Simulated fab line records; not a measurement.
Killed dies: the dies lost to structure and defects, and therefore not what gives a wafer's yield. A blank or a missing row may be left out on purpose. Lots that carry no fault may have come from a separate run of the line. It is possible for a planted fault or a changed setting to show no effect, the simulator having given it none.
fab line records || flow sky130
record: {"lots": 6, "wafers": 18, "last-day": 50}
route steps=708 shown METAL5@679 PASSIVATION@681 PAD_OPEN@708
lots untouched by any fault: they come from a run of this same line in which no faults occurred
start-h: hours from the record's first day to the start of the lot's first wafer shown || wait-h: hours from the lot's prior step to this one || " same as the row above || L1.1+2: several wafers, shown together as one row || - no value, or no start was given || * or withheld: withheld || < > ~ a bound
route shown NAME@n: a module of which the file shows steps, and the number in the route of the first || usual: mean/standard deviation taken from wafers without a fault || same: alike in all rows || chamber/n: place in a boat || sites: the reading at each site || _std_site: how widely they spread, as a standard deviation || _edge_site: the outer-site mean with the inner-site mean subtracted || radius-mm: for every site, how far away it sits from the centre of the wafer || mask NAME#n: copy n || behind: tool/chamber where the wafer was last shaped || hold: cause of the lot's hold/its duration in hours/its outcome || device: the transistor (n, p or np) that didn't switch || end of line: the route-end tests of the same wafers || where a step has no rows: the recipe by itself || killed: not the wafer's yield, but the dies lost to structure and defects at the first sort || map: a wafer's dies, marking killed ones x, the rest . and places with no die _
set.NAME: the setting that was run; set.NAME@STEP: the one run at that earlier step || model.NAME: the simulator's own value behind a step, which no gauge read
lots at selected steps of the route; one table per step, one row per wafer
services: when a tool's chamber went out of use (start-h, in hours from the record's first day, below 0 if earlier), for how many hours, and the reason
== steps ==
step: SKY_METAL5_CLEAN_18
recipe: {"chemistry": "IPA", "time-s": 180, "temp-c": 25}
step: SKY_METAL5_CLEAN_19
recipe: {"chemistry": "O3/DIW", "dry": "n2-spin"}
step: SKY_PASSIVATION_CVD_00
recipe: {"material": "SiO2", "target-thk-nm": 90, "temp-c": 400, "time-s": "withheld", "rf-w": 600}
usual: {"heater-power-w": "690/110"}
{"lot.wafer": "L256.2", "tool": "pecvd-04", "chamber": 1, "start-h": 1048.04, "wait-h": 0.0, "heater-power-w": 815}
{"lot.wafer": "L256.3", "tool": "pecvd-04", "chamber": 0, "start-h": 1048.04, "wait-h": 0.0, "heater-power-w": 564}
{"lot.wafer": "L256.5", "tool": "pecvd-04", "chamber": 1, "start-h": 1048.04, "wait-h": 0.0, "heater-power-w": 816}
{"lot.wafer": "L258.1", "tool": "pecvd-03", "chamber": 2, "start-h": 1074.43, "wait-h": 0.0, "heater-power-w": 607}
{"lot.wafer": "L258.3", "tool": "pecvd-03", "chamber": 0, "start-h": 1074.43, "wait-h": 0.0, "heater-power-w": 699}
{"lot.wafer": "L258.4", "tool": "pecvd-03", "chamber": 1, "start-h": 1074.43, "wait-h": 0.0, "heater-power-w": 686}
{"lot.wafer": "L265.2", "tool": "pecvd-04", "chamber": 1, "start-h": 1105.41, "wait-h": 0.0, "heater-power-w": 867}
{"lot.wafer": "L265.3", "tool": "pecvd-04", "chamber": 2, "start-h": 1105.41, "wait-h": 0.0, "heater-power-w": 729}
{"lot.wafer": "L265.6", "tool": "pecvd-04", "chamber": 1, "start-h": 1105.41, "wait-h": 0.0, "heater-power-w": 875}
{"lot.wafer": "L266.2", "tool": "pecvd-02", "chamber": 1, "start-h": 1111.56, "wait-h": 0.0, "heater-power-w": 718}
{"lot.wafer": "L266.3", "tool": "pecvd-02", "chamber": 2, "start-h": 1111.56, "wait-h": 0.0, "heater-power-w": 529}
{"lot.wafer": "L266.6", "tool": "pecvd-02", "chamber": 0, "start-h": 1111.56, "wait-h": 0.0, "heater-power-w": 724}
{"lot.wafer": "L276.3", "tool": "pecvd-02", "chamber": 1, "start-h": 1166.43, "wait-h": 0.0, "heater-power-w": 813}
{"lot.wafer": "L276.4", "tool": "pecvd-02", "chamber": 1, "start-h": 1166.43, "wait-h": 0.0, "heater-power-w": 660}
{"lot.wafer": "L276.6", "tool": "pecvd-02", "chamber": 2, "start-h": 1166.43, "wait-h": 0.0, "heater-power-w": 574}
{"lot.wafer": "L277.1", "tool": "pecvd-04", "chamber": 1, "start-h": 1169.88, "wait-h": 0.0, "heater-power-w": 869}
{"lot.wafer": "L277.3", "tool": "pecvd-04", "chamber": 2, "start-h": 1169.88, "wait-h": 0.0, "heater-power-w": 725}
{"lot.wafer": "L277.6", "tool": "pecvd-04", "chamber": 0, "start-h": 1169.88, "wait-h": 0.0, "heater-power-w": 533}
step: SKY_PASSIVATION_THK_MEAS_01
recipe: {"reads": "SiO2_of_PASSIVATION_CVD_00"}
usual: {"PASSIVATION_CVD_00_THK": "90.1/1.2"}
{"lot.wafer": "L256.2", "tool": "film-metro-03", "chamber": "-", "start-h": 1048.07, "wait-h": "-", "PASSIVATION_CVD_00_THK[nm]": 90.3}
{"lot.wafer": "L256.3", "tool": "film-metro-03", "chamber": "-", "start-h": 1048.07, "wait-h": "-", "PASSIVATION_CVD_00_THK[nm]": 89.2}
{"lot.wafer": "L256.5", "tool": "film-metro-03", "chamber": "-", "start-h": 1048.07, "wait-h": "-", "PASSIVATION_CVD_00_THK[nm]": 91.4}
{"lot.wafer": "L258.1", "tool": "film-metro-01", "chamber": "-", "start-h": 1074.45, "wait-h": "-", "PASSIVATION_CVD_00_THK[nm]": 88.8}
{"lot.wafer": "L258.3", "tool": "film-metro-01", "chamber": "-", "start-h": 1074.45, "wait-h": "-", "PASSIVATION_CVD_00_THK[nm]": 89.3}
{"lot.wafer": "L258.4", "tool": "film-metro-01", "chamber": "-", "start-h": 1074.45, "wait-h": "-", "PASSIVATION_CVD_00_THK[nm]": 89.9}
{"lot.wafer": "L265.2", "tool": "film-metro-01", "chamber": "-", "start-h": 1105.44, "wait-h": "-", "PASSIVATION_CVD_00_THK[nm]": 90.3}
{"lot.wafer": "L265.3", "tool": "film-metro-01", "chamber": "-", "start-h": 1105.44, "wait-h": "-", "PASSIVATION_CVD_00_THK[nm]": 88.3}
{"lot.wafer": "L265.6", "tool": "film-metro-01", "chamber": "-", "start-h": 1105.44, "wait-h": "-", "PASSIVATION_CVD_00_THK[nm]": 90.3}
{"lot.wafer": "L266.2", "tool": "film-metro-01", "chamber": "-", "start-h": 1111.59, "wait-h": "-", "PASSIVATION_CVD_00_THK[nm]": 89.5}
{"lot.wafer": "L266.3", "tool": "film-metro-01", "chamber": "-", "start-h": 1111.59, "wait-h": "-", "PASSIVATION_CVD_00_THK[nm]": 89.4}
{"lot.wafer": "L266.6", "tool": "film-metro-01", "chamber": "-", "start-h": 1111.59, "wait-h": "-", "PASSIVATION_CVD_00_THK[nm]": 89.0}
{"lot.wafer": "L276.3", "tool": "film-metro-01", "chamber": "-", "start-h": 1166.47, "wait-h": "-", "PASSIVATION_CVD_00_THK[nm]": 88.6}
{"lot.wafer": "L276.4", "tool": "film-metro-01", "chamber": "-", "start-h": 1166.47, "wait-h": "-", "PASSIVATION_CVD_00_THK[nm]": 90.9}
{"lot.wafer": "L276.6", "tool": "film-metro-01", "chamber": "-", "start-h": 1166.47, "wait-h": "-", "PASSIVATION_CVD_00_THK[nm]": 90.1}
{"lot.wafer": "L277.1", "tool": "film-metro-02", "chamber": "-", "start-h": 1169.90, "wait-h": "-", "PASSIVATION_CVD_00_THK[nm]": 89.2}
{"lot.wafer": "L277.3", "tool": "film-metro-02", "chamber": "-", "start-h": 1169.90, "wait-h": "-", "PASSIVATION_CVD_00_THK[nm]": 89.3}
{"lot.wafer": "L277.6", "tool": "film-metro-02", "chamber": "-", "start-h": 1169.90, "wait-h": "-", "PASSIVATION_CVD_00_THK[nm]": 89.3}
step: SKY_PASSIVATION_CVD_02
recipe: {"material": "Si3N4", "target-thk-nm": 540, "temp-c": 400, "time-s": "withheld", "rf-w": 450}
usual: {"heater-power-w": "726/94"}
{"lot.wafer": "L256.2", "tool": "pecvd-03", "chamber": 1, "start-h": 1048.12, "wait-h": 0.0, "heater-power-w": 721}
{"lot.wafer": "L256.3", "tool": "pecvd-03", "chamber": 2, "start-h": 1048.12, "wait-h": 0.0, "heater-power-w": 622}
{"lot.wafer": "L256.5", "tool": "pecvd-03", "chamber": 0, "start-h": 1048.12, "wait-h": 0.0, "heater-power-w": 603}
{"lot.wafer": "L258.1", "tool": "pecvd-02", "chamber": 0, "start-h": 1074.51, "wait-h": 0.1, "heater-power-w": 908}
{"lot.wafer": "L258.3", "tool": "pecvd-02", "chamber": 2, "start-h": 1074.51, "wait-h": 0.1, "heater-power-w": 625}
{"lot.wafer": "L258.4", "tool": "pecvd-02", "chamber": 2, "start-h": 1074.51, "wait-h": 0.1, "heater-power-w": 656}
{"lot.wafer": "L265.2", "tool": "pecvd-03", "chamber": 2, "start-h": 1105.49, "wait-h": 0.0, "heater-power-w": 730}
{"lot.wafer": "L265.3", "tool": "pecvd-03", "chamber": 0, "start-h": 1105.49, "wait-h": 0.0, "heater-power-w": 673}
{"lot.wafer": "L265.6", "tool": "pecvd-03", "chamber": 1, "start-h": 1105.49, "wait-h": 0.0, "heater-power-w": 609}
{"lot.wafer": "L266.2", "tool": "pecvd-03", "chamber": 1, "start-h": 1111.64, "wait-h": 0.0, "heater-power-w": 733}
{"lot.wafer": "L266.3", "tool": "pecvd-03", "chamber": 1, "start-h": 1111.64, "wait-h": 0.0, "heater-power-w": 596}
{"lot.wafer": "L266.6", "tool": "pecvd-03", "chamber": 1, "start-h": 1111.64, "wait-h": 0.0, "heater-power-w": 634}
{"lot.wafer": "L276.3", "tool": "pecvd-03", "chamber": 1, "start-h": 1166.51, "wait-h": 0.0, "heater-power-w": 658}
{"lot.wafer": "L276.4", "tool": "pecvd-03", "chamber": 0, "start-h": 1166.51, "wait-h": 0.0, "heater-power-w": 601}
{"lot.wafer": "L276.6", "tool": "pecvd-03", "chamber": 2, "start-h": 1166.51, "wait-h": 0.0, "heater-power-w": 754}
{"lot.wafer": "L277.1", "tool": "pecvd-02", "chamber": 1, "start-h": 1169.96, "wait-h": 0.1, "heater-power-w": 806}
{"lot.wafer": "L277.3", "tool": "pecvd-02", "chamber": 2, "start-h": 1169.96, "wait-h": 0.1, "heater-power-w": 655}
{"lot.wafer": "L277.6", "tool": "pecvd-02", "chamber": 0, "start-h": 1169.96, "wait-h": 0.1, "heater-power-w": 943}
step: SKY_PASSIVATION_THK_MEAS_03
recipe: {"reads": "Si3N4_of_PASSIVATION_CVD_02"}
usual: {"PASSIVATION_CVD_02_THK": "540/7.9"}
{"lot.wafer": "L256.2", "tool": "film-metro-02", "chamber": "-", "start-h": 1048.35, "wait-h": "-", "PASSIVATION_CVD_02_THK[nm]": 535}
{"lot.wafer": "L256.3", "tool": "film-metro-02", "chamber": "-", "start-h": 1048.35, "wait-h": "-", "PASSIVATION_CVD_02_THK[nm]": 535}
{"lot.wafer": "L256.5", "tool": "film-metro-02", "chamber": "-", "start-h": 1048.35, "wait-h": "-", "PASSIVATION_CVD_02_THK[nm]": 535}
{"lot.wafer": "L258.1", "tool": "film-metro-02", "chamber": "-", "start-h": 1074.74, "wait-h": "-", "PASSIVATION_CVD_02_THK[nm]": 533}
{"lot.wafer": "L258.3", "tool": "film-metro-02", "chamber": "-", "start-h": 1074.74, "wait-h": "-", "PASSIVATION_CVD_02_THK[nm]": 537}
{"lot.wafer": "L258.4", "tool": "film-metro-02", "chamber": "-", "start-h": 1074.74, "wait-h": "-", "PASSIVATION_CVD_02_THK[nm]": 543}
{"lot.wafer": "L265.2", "tool": "film-metro-02", "chamber": "-", "start-h": 1105.73, "wait-h": "-", "PASSIVATION_CVD_02_THK[nm]": 537}
{"lot.wafer": "L265.3", "tool": "film-metro-02", "chamber": "-", "start-h": 1105.73, "wait-h": "-", "PASSIVATION_CVD_02_THK[nm]": 535}
{"lot.wafer": "L265.6", "tool": "film-metro-02", "chamber": "-", "start-h": 1105.73, "wait-h": "-", "PASSIVATION_CVD_02_THK[nm]": 550}
{"lot.wafer": "L266.2", "tool": "film-metro-01", "chamber": "-", "start-h": 1111.99, "wait-h": "-", "PASSIVATION_CVD_02_THK[nm]": 532}
{"lot.wafer": "L266.3", "tool": "film-metro-01", "chamber": "-", "start-h": 1111.99, "wait-h": "-", "PASSIVATION_CVD_02_THK[nm]": 539}
{"lot.wafer": "L266.6", "tool": "film-metro-01", "chamber": "-", "start-h": 1111.99, "wait-h": "-", "PASSIVATION_CVD_02_THK[nm]": 545}
{"lot.wafer": "L276.3", "tool": "film-metro-03", "chamber": "-", "start-h": 1166.76, "wait-h": "-", "PASSIVATION_CVD_02_THK[nm]": 542}
{"lot.wafer": "L276.4", "tool": "film-metro-03", "chamber": "-", "start-h": 1166.76, "wait-h": "-", "PASSIVATION_CVD_02_THK[nm]": 555}
{"lot.wafer": "L276.6", "tool": "film-metro-03", "chamber": "-", "start-h": 1166.76, "wait-h": "-", "PASSIVATION_CVD_02_THK[nm]": 545}
{"lot.wafer": "L277.1", "tool": "film-metro-01", "chamber": "-", "start-h": 1170.19, "wait-h": "-", "PASSIVATION_CVD_02_THK[nm]": 548}
{"lot.wafer": "L277.3", "tool": "film-metro-01", "chamber": "-", "start-h": 1170.19, "wait-h": "-", "PASSIVATION_CVD_02_THK[nm]": 534}
{"lot.wafer": "L277.6", "tool": "film-metro-01", "chamber": "-", "start-h": 1170.19, "wait-h": "-", "PASSIVATION_CVD_02_THK[nm]": 554}
step: SKY_PASSIVATION_DEHYDRATE_04
recipe: {"temp-c": 200, "time-s": 60}
step: SKY_PASSIVATION_HMDS_05
recipe: {"prime-time-s": 60, "prime-temp-c": 120}
step: SKY_PASSIVATION_COAT_06
recipe: {"spin-rpm": 2000, "resist-thk-nm": 3000}
step: SKY_PASSIVATION_SOFTBAKE_07
recipe: {"temp-c": 110, "time-s": "withheld"}
step: SKY_PASSIVATION_EXPOSE_08
recipe: {"mask-id": "NSM", "target-cd-nm": 3000, "na": 0.57, "dose-mj": 260}
step: SKY_PASSIVATION_PEB_09
recipe: {"temp-c": 115, "time-s": "withheld"}
step: SKY_PASSIVATION_DEVELOP_10
recipe: {"develop-time-s": 60, "dev-temp-c": 23}
usual: {"developer-temp-C": "23.00/0.11"}
{"lot.wafer": "L256.2", "tool": "litho-track-04", "chamber": 0, "start-h": 1070, "wait-h": "-", "developer-temp-C": 23.10}
{"lot.wafer": "L256.3", "tool": "litho-track-04", "chamber": 0, "start-h": 1070, "wait-h": "-", "developer-temp-C": 23.05}
{"lot.wafer": "L256.5", "tool": "litho-track-04", "chamber": 0, "start-h": 1070, "wait-h": "-", "developer-temp-C": 23.06}
{"lot.wafer": "L258.1", "tool": "litho-track-04", "chamber": 0, "start-h": 1095, "wait-h": "-", "developer-temp-C": 22.81}
{"lot.wafer": "L258.3", "tool": "litho-track-04", "chamber": 0, "start-h": 1095, "wait-h": "-", "developer-temp-C": 23.04}
{"lot.wafer": "L258.4", "tool": "litho-track-04", "chamber": 0, "start-h": 1095, "wait-h": "-", "developer-temp-C": 22.76}
{"lot.wafer": "L265.2", "tool": "litho-track-04", "chamber": 0, "start-h": 1125, "wait-h": "-", "developer-temp-C": 23.99}
{"lot.wafer": "L265.3", "tool": "litho-track-04", "chamber": 0, "start-h": 1126, "wait-h": "-", "developer-temp-C": 23.89}
{"lot.wafer": "L265.6", "tool": "litho-track-04", "chamber": 0, "start-h": 1126, "wait-h": "-", "developer-temp-C": 24.08}
{"lot.wafer": "L266.2", "tool": "litho-track-04", "chamber": 0, "start-h": 1131, "wait-h": "-", "developer-temp-C": 24.01}
{"lot.wafer": "L266.3", "tool": "litho-track-04", "chamber": 0, "start-h": 1131, "wait-h": "-", "developer-temp-C": 23.95}
{"lot.wafer": "L266.6", "tool": "litho-track-04", "chamber": 0, "start-h": 1131, "wait-h": "-", "developer-temp-C": 24.08}
{"lot.wafer": "L276.3", "tool": "litho-track-03", "chamber": 0, "start-h": 1183, "wait-h": "-", "developer-temp-C": 23.09}
{"lot.wafer": "L276.4", "tool": "litho-track-03", "chamber": 0, "start-h": 1184, "wait-h": "-", "developer-temp-C": 23.00}
{"lot.wafer": "L276.6", "tool": "litho-track-03", "chamber": 0, "start-h": 1184, "wait-h": "-", "developer-temp-C": 23.11}
{"lot.wafer": "L277.1", "tool": "litho-track-01", "chamber": 0, "start-h": 1186, "wait-h": "-", "developer-temp-C": 22.89}
{"lot.wafer": "L277.3", "tool": "litho-track-01", "chamber": 0, "start-h": 1186, "wait-h": "-", "developer-temp-C": 22.95}
{"lot.wafer": "L277.6", "tool": "litho-track-01", "chamber": 0, "start-h": 1187, "wait-h": "-", "developer-temp-C": 22.90}
step: SKY_PASSIVATION_ETCH_11
recipe: {"chemistry": "CF4/O2", "target-depth-nm": 725, "stop-on": "AlCu", "source-w": 800, "bias-w": 150, "pressure-mtorr": 150, "cf4-flow-sccm": 80, "O2_flow_sccm": 10, "time-s": 161.1}
usual: {"drypump-motor-current-A": "5.7/0.5", "oes-product-au": "0.976/0.0072", "throttle-valve-pct": "5.964/0.0095"}
same: {"time-s": 161.1}
{"lot.wafer": "L256.2", "tool": "rie-diel-02", "chamber": 3, "start-h": 1070.62, "wait-h": "-", "drypump-motor-current-A": 6.4, "oes-product-au": 0.974, "rf-hours-counter-h": 6, "throttle-valve-pct": 5.970}
{"lot.wafer": "L256.3", "tool": "rie-diel-02", "chamber": 2, "start-h": 1070.62, "wait-h": "-", "drypump-motor-current-A": 5.9, "oes-product-au": 0.976, "rf-hours-counter-h": 26, "throttle-valve-pct": 5.962}
{"lot.wafer": "L256.5", "tool": "rie-diel-02", "chamber": 3, "start-h": 1070.62, "wait-h": "-", "drypump-motor-current-A": 6.5, "oes-product-au": 0.974, "rf-hours-counter-h": "-", "throttle-valve-pct": 5.958}
{"lot.wafer": "L258.1", "tool": "rie-diel-02", "chamber": 2, "start-h": 1095.72, "wait-h": "-", "drypump-motor-current-A": 5.9, "oes-product-au": 0.970, "rf-hours-counter-h": 27, "throttle-valve-pct": 5.962}
{"lot.wafer": "L258.3", "tool": "rie-diel-02", "chamber": 0, "start-h": 1095.72, "wait-h": "-", "drypump-motor-current-A": 5.7, "oes-product-au": 0.975, "rf-hours-counter-h": 13, "throttle-valve-pct": 5.973}
{"lot.wafer": "L258.4", "tool": "rie-diel-02", "chamber": 3, "start-h": 1095.72, "wait-h": "-", "drypump-motor-current-A": 6.4, "oes-product-au": 0.988, "rf-hours-counter-h": 7, "throttle-valve-pct": 5.949}
{"lot.wafer": "L265.2", "tool": "rie-diel-02", "chamber": 0, "start-h": 1126.12, "wait-h": "-", "drypump-motor-current-A": 5.6, "oes-product-au": 0.976, "rf-hours-counter-h": 14, "throttle-valve-pct": 5.977}
{"lot.wafer": "L265.3", "tool": "rie-diel-02", "chamber": 2, "start-h": 1126.12, "wait-h": "-", "drypump-motor-current-A": 5.9, "oes-product-au": 0.975, "rf-hours-counter-h": 28, "throttle-valve-pct": 5.973}
{"lot.wafer": "L265.6", "tool": "rie-diel-02", "chamber": 3, "start-h": 1126.12, "wait-h": "-", "drypump-motor-current-A": 6.4, "oes-product-au": 0.985, "rf-hours-counter-h": "-", "throttle-valve-pct": 5.971}
{"lot.wafer": "L266.2", "tool": "rie-diel-04", "chamber": 0, "start-h": 1131.57, "wait-h": "-", "drypump-motor-current-A": 4.9, "oes-product-au": 0.974, "rf-hours-counter-h": 12, "throttle-valve-pct": 5.976}
{"lot.wafer": "L266.3", "tool": "rie-diel-04", "chamber": 1, "start-h": 1131.57, "wait-h": "-", "drypump-motor-current-A": 6.3, "oes-product-au": 0.979, "rf-hours-counter-h": 12, "throttle-valve-pct": 5.964}
{"lot.wafer": "L266.6", "tool": "rie-diel-04", "chamber": 2, "start-h": 1131.57, "wait-h": "-", "drypump-motor-current-A": 5.5, "oes-product-au": 0.972, "rf-hours-counter-h": "-", "throttle-valve-pct": 5.966}
{"lot.wafer": "L276.3", "tool": "rie-diel-02", "chamber": 1, "start-h": 1184.10, "wait-h": "-", "drypump-motor-current-A": 6.2, "oes-product-au": 0.974, "rf-hours-counter-h": 12, "throttle-valve-pct": 5.988}
{"lot.wafer": "L276.4", "tool": "rie-diel-02", "chamber": 2, "start-h": 1184.10, "wait-h": "-", "drypump-motor-current-A": 5.9, "oes-product-au": 0.985, "rf-hours-counter-h": "-", "throttle-valve-pct": 5.968}
{"lot.wafer": "L276.6", "tool": "rie-diel-02", "chamber": 1, "start-h": 1184.10, "wait-h": "-", "drypump-motor-current-A": 6.2, "oes-product-au": 0.975, "rf-hours-counter-h": "-", "throttle-valve-pct": 5.960}
{"lot.wafer": "L277.1", "tool": "rie-diel-01", "chamber": 3, "start-h": 1187.08, "wait-h": "-", "drypump-motor-current-A": 5.3, "oes-product-au": 0.988, "rf-hours-counter-h": 11, "throttle-valve-pct": 5.960}
{"lot.wafer": "L277.3", "tool": "rie-diel-01", "chamber": 2, "start-h": 1187.08, "wait-h": "-", "drypump-motor-current-A": 5.2, "oes-product-au": 0.976, "rf-hours-counter-h": 10, "throttle-valve-pct": 5.946}
{"lot.wafer": "L277.6", "tool": "rie-diel-01", "chamber": 0, "start-h": 1187.08, "wait-h": "-", "drypump-motor-current-A": 5.0, "oes-product-au": 0.991, "rf-hours-counter-h": "-", "throttle-valve-pct": 5.972}
step: SKY_PAD_OPEN_PROBE_99
usual: {"defect-limited-yield": "82.9/1.9", "killed_at_M0_to_M3": "42/6.3", "killed_at_M4_up": "2.8/1.9", "killed-at-contacts": "23/5.3", "killed-at-front-end": "16/4.3", "killed-at-other": "0.2/0.51", "killed-dies": "84/9.3", "killed-open": "46/7.6", "killed-short": "38/6.3", "sort_bin_3_pad_short": "0.8/0.41", "sort_bin_5_function": "10.0/1.4", "sort_bin_6_memory": "6.2/1.1", "sort-n-pass": "408/9.3", "sort-yield-pct": "82.9/1.9"}
same: {"gross-dies": 492, "killed-at-back-side": 0, "sort_bin_4_leakage[%]": 0, "sort_bin_8_speed[%]": 0}
{"lot.wafer": "L258.1", "tool": "prober-02", "chamber": "-", "start-h": 1118.73, "wait-h": 0.1, "defect-limited-yield[%]": 83.3, "killed_at_M0_to_M3": 34, "killed_at_M4_up": 6, "killed-at-contacts": 27, "killed-at-front-end": 14, "killed-at-other": 1, "killed-dies": 82, "killed-open": 46, "killed-short": 36, "sort_bin_3_pad_short[%]": 0.6, "sort_bin_5_function[%]": 10.4, "sort_bin_6_memory[%]": 5.7, "sort-n-pass": 410, "sort-yield-pct[%]": 83.3}
{"lot.wafer": "L258.3", "tool": "prober-02", "chamber": "-", "start-h": 1118.83, "wait-h": 0.2, "defect-limited-yield[%]": 81.7, "killed_at_M0_to_M3": 39, "killed_at_M4_up": 4, "killed-at-contacts": 33, "killed-at-front-end": 14, "killed-at-other": 0, "killed-dies": 90, "killed-open": 56, "killed-short": 34, "sort_bin_3_pad_short[%]": 1.8, "sort_bin_5_function[%]": 10.0, "sort_bin_6_memory[%]": 6.5, "sort-n-pass": 402, "sort-yield-pct[%]": 81.7}
{"lot.wafer": "L258.4", "tool": "prober-02", "chamber": "-", "start-h": 1118.88, "wait-h": 0.2, "defect-limited-yield[%]": 82.7, "killed_at_M0_to_M3": 51, "killed_at_M4_up": 0, "killed-at-contacts": 14, "killed-at-front-end": 20, "killed-at-other": 0, "killed-dies": 85, "killed-open": 45, "killed-short": 40, "sort_bin_3_pad_short[%]": 1.0, "sort_bin_5_function[%]": 9.1, "sort_bin_6_memory[%]": 7.1, "sort-n-pass": 407, "sort-yield-pct[%]": 82.7}
{"lot.wafer": "L276.3", "tool": "prober-02", "chamber": "-", "start-h": 1202.29, "wait-h": 0.2, "defect-limited-yield[%]": 84.6, "killed_at_M0_to_M3": 41, "killed_at_M4_up": 3, "killed-at-contacts": 21, "killed-at-front-end": 10, "killed-at-other": 1, "killed-dies": 76, "killed-open": 48, "killed-short": 28, "sort_bin_3_pad_short[%]": 0.2, "sort_bin_5_function[%]": 10.2, "sort_bin_6_memory[%]": 5.1, "sort-n-pass": 416, "sort-yield-pct[%]": 84.6}
{"lot.wafer": "L276.4", "tool": "prober-02", "chamber": "-", "start-h": 1202.34, "wait-h": 0.2, "defect-limited-yield[%]": 84.1, "killed_at_M0_to_M3": 33, "killed_at_M4_up": 6, "killed-at-contacts": 23, "killed-at-front-end": 15, "killed-at-other": 1, "killed-dies": 78, "killed-open": 37, "killed-short": 41, "sort_bin_3_pad_short[%]": 1.2, "sort_bin_5_function[%]": 8.1, "sort_bin_6_memory[%]": 6.5, "sort-n-pass": 414, "sort-yield-pct[%]": 84.1}
{"lot.wafer": "L276.6", "tool": "prober-02", "chamber": "-", "start-h": 1202.44, "wait-h": 0.2, "defect-limited-yield[%]": 84.6, "killed_at_M0_to_M3": 43, "killed_at_M4_up": 5, "killed-at-contacts": 16, "killed-at-front-end": 12, "killed-at-other": 0, "killed-dies": 76, "killed-open": 41, "killed-short": 35, "sort_bin_3_pad_short[%]": 0.8, "sort_bin_5_function[%]": 8.1, "sort_bin_6_memory[%]": 6.5, "sort-n-pass": 416, "sort-yield-pct[%]": 84.6}
killed by level:class
L258.1 CONTACT:geometric-particle:open=14 VIA1:geometric-particle:open=9 VIA1:geometric-particle:short=7 METAL1:geometric-particle:short=5 FIELD_ISO:geometric-particle:open=4 LI_CONTACT:geometric-particle:open=4 VIA3:geometric-particle:open=4 POLY_GATE:geometric-particle:open=3
L258.3 CONTACT:geometric-particle:open=19 VIA1:geometric-particle:open=10 VIA2:geometric-particle:open=6 METAL1:geometric-particle:open=4 VIA3:geometric-particle:open=4 CONTACT:geometric-particle:short=4 LOCAL_INTERCONNECT:geometric-particle:short=4 VIA1:geometric-particle:short=4
L258.4 VIA1:geometric-particle:open=11 VIA1:geometric-particle:short=9 FIELD_ISO:geometric-particle:short=6 VIA2:geometric-particle:open=6 VIA3:geometric-particle:open=5 POLY_GATE:geometric-particle:short=4 LI_CONTACT:geometric-particle:open=4 METAL1:geometric-particle:short=4
L276.3 CONTACT:geometric-particle:open=12 VIA1:geometric-particle:open=12 VIA3:geometric-particle:open=8 METAL2:geometric-particle:short=6 LI_CONTACT:geometric-particle:open=5 VIA2:geometric-particle:open=4 VIA3:geometric-particle:short=4 FIELD_ISO:geometric-particle:open=3
L276.4 LI_CONTACT:geometric-particle:open=8 CONTACT:geometric-particle:open=7 METAL2:geometric-particle:short=6 FIELD_ISO:geometric-particle:short=5 CONTACT:geometric-particle:short=5 VIA1:geometric-particle:open=5 VIA1:geometric-particle:short=4 VIA3:geometric-particle:open=4
L276.6 VIA1:geometric-particle:open=9 CONTACT:geometric-particle:open=7 METAL2:geometric-particle:short=7 VIA2:geometric-particle:open=6 VIA3:geometric-particle:open=4 FIELD_ISO:geometric-particle:open=3 LI_CONTACT:geometric-particle:open=3 METAL1:geometric-particle:short=3
== services ==
{"tool": "pecvd-03", "chamber": "-", "start-h": 1044.87, "hours": 0.3, "kind": "repair"}
{"tool": "rie-diel-02", "chamber": 3, "start-h": 1045.32, "hours": 11.2, "kind": "repair"}
{"tool": "pecvd-02", "chamber": "-", "start-h": 1047.78, "hours": 1.8, "kind": "repair"}
{"tool": "rie-diel-01", "chamber": 3, "start-h": 1051.26, "hours": 1.5, "kind": "repair"}
{"tool": "pecvd-03", "chamber": "-", "start-h": 1057.46, "hours": 1.0, "kind": "repair"}
{"tool": "rie-diel-01", "chamber": 1, "start-h": 1070.44, "hours": 3.9, "kind": "repair"}
{"tool": "pecvd-04", "chamber": 0, "start-h": 1085.23, "hours": 2.1, "kind": "scheduled-down"}
{"tool": "rie-diel-01", "chamber": "-", "start-h": 1085.67, "hours": 25.3, "kind": "repair"}
{"tool": "pecvd-02", "chamber": 0, "start-h": 1088.78, "hours": 3.4, "kind": "repair"}
{"tool": "pecvd-03", "chamber": 0, "start-h": 1109.02, "hours": 5.5, "kind": "scheduled-down"}
{"tool": "rie-diel-01", "chamber": 3, "start-h": 1154.83, "hours": 2.2, "kind": "repair"}
{"tool": "rie-diel-01", "chamber": 3, "start-h": 1159.44, "hours": 8.9, "kind": "repair"}
{"tool": "pecvd-03", "chamber": "-", "start-h": 1176.05, "hours": 0.8, "kind": "pm"}
{"tool": "rie-diel-02", "chamber": 0, "start-h": 1182.82, "hours": 15.8, "kind": "repair"}
== key ==
first-sign: {"step": "SKY_PASSIVATION_DEVELOP_10", "reading": "developer-temp-C", "direction": "up", "sigmas": 9.5, "usual": "*", "struck": "*"}
effect none on later readings
met-at SKY_PASSIVATION_DEVELOP_10
struck-wafers L265.2,L265.3,L265.6,L266.2,L266.3,L266.6
onset-between 1095 1125
fault: {"kind": "process-parameter-drift", "tool": "litho-track-04", "chamber": "-", "onset-h": 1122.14, "steps": "SKY_PASSIVATION_DEVELOP_10", "channel": "dev-temp-c", "offset": "*", "shape": "step", "end-h": 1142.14, "acts-in": "*", "stated": "*"}
